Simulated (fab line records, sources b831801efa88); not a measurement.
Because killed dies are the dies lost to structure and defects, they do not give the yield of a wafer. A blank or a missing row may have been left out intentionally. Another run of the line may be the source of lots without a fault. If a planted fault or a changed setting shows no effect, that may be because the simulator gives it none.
Problem report, 8D (eight disciplines) form, completed by code ; flow gf180mcu ; the parts of the form that need people (team, actions taken, sign-off) are left out

== 1. THE PROBLEM ==
Wafers without a fault read 21, standard deviation 4.5; killed_at_M0_to_M3 at GF_PASSIVATION_PROBE_99 reads a mean of 60 on 9 wafers belonging to 3 lots. That puts it +8.6 standard deviations away from the usual mean.
First observed at day 34 00:32: wafer L637.1, on prober-01. Wafers with a number at this step in the record: 9, from 3 lots. Rule for "out" (also "out of limits"): further than 4 standard deviations from the usual mean. Any other wafer with a number is counted as sound.

== 2. WHAT IT IS, WHAT IT ISN'T ==
question;is;is not
which readings at this step;killed_at_M0_to_M3, defect-limited-yield, killed-dies, sort-n-pass, sort-yield-pct;killed-at-contacts, killed-open, killed-short
which lots;L637, L641, L642;-
which wafers of those lots;all that have a number;-
read on which tools;prober-01, prober-02;-
when;from day 34 00:32;up to then (0 sound wafers)

== 3. WHAT RULES OUT EACH SUSPECT ==
Counting: a tool at a process step up to the reading stays a suspect if it ran every lot that is out and no sound lot after the first of them.
- pvd-sputter-02 at GF_M2_SPUTTER_00 (material Ti, target thk 37.5 nm, time 150 s): kept. It ran every lot that is out, first L637 (day 24 18:53), and no sound lot after that.
- rie-diel-04 at GF_V5_ETCH_17 (etches SiO2 in C4F8/O2/Ar, stops on TiN, target depth 855 nm): kept. It ran every lot that is out, first L637 (day 34 00:32), and no sound lot after that. Because GF_V5_ETCH_17 lacks a start for some lots, the hours and order of its lots are taken from GF_PASSIVATION_PROBE_99.
After counting, pvd-sputter-02 at GF_M2_SPUTTER_00 and rie-diel-04 at GF_V5_ETCH_17 remain.

== 4. THE CAUSE (what the simulator had put in) ==
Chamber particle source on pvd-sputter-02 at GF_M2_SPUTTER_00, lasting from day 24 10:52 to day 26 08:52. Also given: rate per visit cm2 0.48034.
2 suspects survive the count, and this tool is in that group.

== 5. SEQUENCE OF EFFECTS, ordered by route ==
Each row: a reading where the mean over the struck wafers with a number is more than 3 standard deviations away from the usual. Readings are gone through only where the record gives a usual standard deviation; hours: the median, over the lots, of the time from a lot's start at the first step in this table giving one to that lot's start at this step; sigmas: the change measured in usual standard deviations.
hours;step;reading;usual;on struck wafers;change;sigmas
0;GF_PASSIVATION_PROBE_99;defect-limited-yield;90.4 %;82.8;-7.6;-5.4
0;GF_PASSIVATION_PROBE_99;killed_at_M0_to_M3;21;60;+39;+8.6
0;GF_PASSIVATION_PROBE_99;killed-dies;47;85;+38;+5.4
0;GF_PASSIVATION_PROBE_99;sort_bin_3_pad_short;0.5 %;1.4;+0.9;+3.0
0;GF_PASSIVATION_PROBE_99;sort_bin_5_function;5.6 %;11.4;+5.8;+5.8
0;GF_PASSIVATION_PROBE_99;sort-n-pass;445;407;-38;-5.4
0;GF_PASSIVATION_PROBE_99;sort-yield-pct;90.4 %;82.8;-7.6;-5.4
The process steps in it:
- GF_PASSIVATION_PROBE_99

== 6. WHAT WOULD HAVE CAUGHT IT SOONER ==
First out-of-limits reading in this record: day 34 00:32, which is 230 hours after fault onset at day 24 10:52.
Tool readings at GF_M2_SPUTTER_00 with a usual standard deviation given in the record: none out on any struck wafer, hence no alarm at a limit of 4 standard deviations on them.
The start of GF_M2_SPUTTER_00 on pvd-sputter-02 came by day 34 00:32 for every one of the lots that are out (3). Holding the tool at that point would not have protected any of them.
